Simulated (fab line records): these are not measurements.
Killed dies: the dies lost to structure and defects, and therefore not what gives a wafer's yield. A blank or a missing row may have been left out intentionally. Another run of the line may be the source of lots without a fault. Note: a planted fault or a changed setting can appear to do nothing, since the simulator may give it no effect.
Which tool is to blame? | flow sky130 | 33 wafers from 11 lots sampled at 6 of the route's 708 steps

WHAT EACH GAUGE READ, for each wafer
SKY_VIA1_OVL_MEAS_13. Usual: VIA1_OVL gives 1 nm (standard deviation 5.2).
lot  | measured     | on         | VIA1_OVL (nm) | flag
L398 | day 34 08:23 | overlay-02 | 0 -4 2        | 
L400 | day 34 18:36 | overlay-02 | 5 1 4         | 
L404 | day 36 03:03 | overlay-02 | -3 -11 -8     | 
L403 | day 36 05:20 | overlay-01 | 0 0 1         | 
L405 | day 36 15:06 | overlay-02 | 5 3 1         | 
L406 | day 36 16:46 | overlay-01 | -1 -6 -3      | 
L413 | day 39 00:53 | overlay-02 | 9 13 13       | 
L416 | day 39 16:05 | overlay-01 | -8 -6 -3      | 
L415 | day 39 17:17 | overlay-02 | -8 -7 -5      | 
L418 | day 40 11:45 | overlay-01 | -7 2 1        | 
L419 | day 40 20:39 | overlay-02 | -2 -5 -4      | 

SKY_VIA1_THK_MEAS_23: measures by xrf. Usual: VIA1_W_THK gives 275 nm (standard deviation 4.2).
lot  | measured     | on           | VIA1_W_THK (nm) | flag
L398 | day 34 09:23 | filmMetro-02 | 280 281 278     | 
L400 | day 34 19:38 | filmMetro-02 | 278 275 277     | 
L404 | day 36 04:04 | filmMetro-03 | 271 270 268     | 
L403 | day 36 06:20 | filmMetro-04 | 270 275 269     | 
L405 | day 36 16:08 | filmMetro-02 | 281 281 282     | 
L406 | day 36 17:48 | filmMetro-03 | 275 273 270     | 
L413 | day 39 01:54 | filmMetro-02 | 279 276 279     | 
L416 | day 39 17:29 | filmMetro-04 | 280 277 276     | 
L415 | day 39 18:41 | filmMetro-03 | 272 271 270     | 
L418 | day 40 12:44 | filmMetro-04 | 277 275 271     | 
L419 | day 40 21:39 | filmMetro-02 | 277 281 279     | 

SKY_METAL2_RS_MEAS_05: the measuring method here is four-point-probe. Usual: METAL2_ALCU_RS gives 0.1275 ohm/sq (standard deviation 0.0013).
lot  | measured     | on           | METAL2_ALCU_RS (ohm/sq)                   | flag
L398 | day 34 09:54 | filmMetro-02 | 0.1298 0.1294 0.1291                      | 
L400 | day 34 20:08 | filmMetro-02 | 0.1254 0.1242 0.1261                      | 
L404 | day 36 04:34 | filmMetro-01 | 0.1245 0.1247 0.1240                      | 
L403 | day 36 06:50 | filmMetro-01 | 0.1273 0.1276 0.1283                      | 
L405 | day 36 16:39 | filmMetro-02 | 0.1279 0.1289 0.1279                      | 
L406 | day 36 18:19 | filmMetro-02 | 0.1272 0.1274 0.1294                      | 
L413 | day 39 02:25 | filmMetro-04 | 0.1263 0.1270 0.1353 0.1265 0.1273 0.1354 | 
L416 | day 39 17:59 | filmMetro-04 | 0.1286 0.1284 0.1280                      | 
L415 | day 39 19:11 | filmMetro-01 | 0.1277 0.1283 0.1268                      | 
L418 | day 40 13:35 | filmMetro-04 | 0.1286 0.1290 0.1290                      | 
L419 | day 40 22:10 | filmMetro-01 | 0.1273 0.1264 0.1270                      | 

SKY_METAL2_THK_MEAS_06: measures by xrf. Usual: METAL2_ALCU_THK gives 253.4 nm (standard deviation 3).
lot  | measured     | on           | METAL2_ALCU_THK (nm)                | flag
L398 | day 34 10:01 | filmMetro-02 | 246.8 249.0 251.5                   | 
L400 | day 34 20:15 | filmMetro-02 | 259.2 259.8 256.2                   | 
L404 | day 36 04:41 | filmMetro-01 | 260.7 260.4 262.1                   | 
L403 | day 36 06:58 | filmMetro-01 | 252.1 253.5 250.7                   | 
L405 | day 36 16:45 | filmMetro-02 | 250.8 251.4 251.7                   | 
L406 | day 36 18:25 | filmMetro-02 | 253.8 252.5 249.4                   | 
L413 | day 39 04:05 | filmMetro-04 | 253.9 251.8 237.4 253.0 252.7 236.9 | 
L416 | day 39 18:07 | filmMetro-04 | 249.3 248.3 250.7                   | 
L415 | day 39 19:19 | filmMetro-01 | 250.7 250.1 253.0                   | 
L418 | day 40 13:42 | filmMetro-04 | 252.1 250.7 248.9                   | 
L419 | day 40 22:16 | filmMetro-01 | 255.4 258.8 255.2                   | 

EACH LOT AND THE TOOL THAT RAN IT (in order: tool; ch and the chambers of the sampled wafers; start)
lot  | SKY_METAL2_SPUTTER_02       | SKY_METAL2_SPUTTER_03
L398 | pvdSputter-03, day 34 09:47 | pvdSputter-03, day 34 09:49
L400 | pvdSputter-01, day 34 20:02 | pvdSputter-01, day 34 20:03
L404 | pvdSputter-01, day 36 04:29 | pvdSputter-01, day 36 04:31
L403 | pvdSputter-03, day 36 06:45 | pvdSputter-03, day 36 06:46
L405 | pvdSputter-01, day 36 16:31 | pvdSputter-01, day 36 16:33
L406 | pvdSputter-03, day 36 18:11 | pvdSputter-03, day 36 18:13
L413 | pvdSputter-01, day 39 02:18 | pvdSputter-01, day 39 02:19
L416 | pvdSputter-03, day 39 17:53 | pvdSputter-03, day 39 17:55
L415 | pvdSputter-03, day 39 19:05 | pvdSputter-03, day 39 19:07
L418 | pvdSputter-02, day 40 13:29 | pvdSputter-02, day 40 13:31
L419 | pvdSputter-03, day 40 22:02 | pvdSputter-03, day 40 22:04
- SKY_METAL2_SPUTTER_02: material AlCu, target thk 250 nm, time 13.3 s.
- SKY_METAL2_SPUTTER_03: material Ti, target thk 5 nm, time 3.3 s.

WHAT THE TOOLS THEMSELVES READ (means of the sampled wafers that have a number; where no wafer has one, the mark that the record gives instead)
SKY_METAL2_SPUTTER_02. Usual: throttleValvePct at 30.1 %, with a standard deviation of 0.89.
lot  | tool          | throttleValvePct (%) | flag
L398 | pvdSputter-03 | 29.6                 | 
L400 | pvdSputter-01 | 30.7                 | 
L404 | pvdSputter-01 | 30.9                 | 
L403 | pvdSputter-03 | 29.6                 | 
L405 | pvdSputter-01 | 30.6                 | 
L406 | pvdSputter-03 | 30.1                 | 
L413 | pvdSputter-01 | 30.6                 | 
L416 | pvdSputter-03 | 30.1                 | 
L415 | pvdSputter-03 | 30.2                 | 
L418 | pvdSputter-02 | 29.8                 | 
L419 | pvdSputter-03 | 30.1                 | 

SKY_METAL2_SPUTTER_03. Usual: throttleValvePct at 30.1 %, with a standard deviation of 0.9.
lot  | tool          | throttleValvePct (%) | flag
L398 | pvdSputter-03 | 29.5                 | 
L400 | pvdSputter-01 | 30.7                 | 
L404 | pvdSputter-01 | 30.7                 | 
L403 | pvdSputter-03 | 29.5                 | 
L405 | pvdSputter-01 | 30.7                 | 
L406 | pvdSputter-03 | 30.2                 | 
L413 | pvdSputter-01 | 30.8                 | 
L416 | pvdSputter-03 | 30.3                 | 
L415 | pvdSputter-03 | 30.1                 | 
L418 | pvdSputter-02 | 29.9                 | 
L419 | pvdSputter-03 | 30.1                 | 

THE ANSWER, worked out from the rows above alone
Rule: a lot counts as off when the mean over its wafers that have a number is more than 3 standard deviations away from the usual mean. A lot without any number at a reading at which 4 lots or more have one is off too. Any other lot the step has rows for is counted as sound. The gauges are gone through in route order, then the tools' own readings, and for those a lot's mean is taken as printed above. The first step at which some lot is off is used, and at that step the reading that is off furthest; a lot without a number counts as furthest.
No lot is off at any reading shown: from this, nothing can be told.

WHAT WAS PUT IN BY THE SIMULATOR
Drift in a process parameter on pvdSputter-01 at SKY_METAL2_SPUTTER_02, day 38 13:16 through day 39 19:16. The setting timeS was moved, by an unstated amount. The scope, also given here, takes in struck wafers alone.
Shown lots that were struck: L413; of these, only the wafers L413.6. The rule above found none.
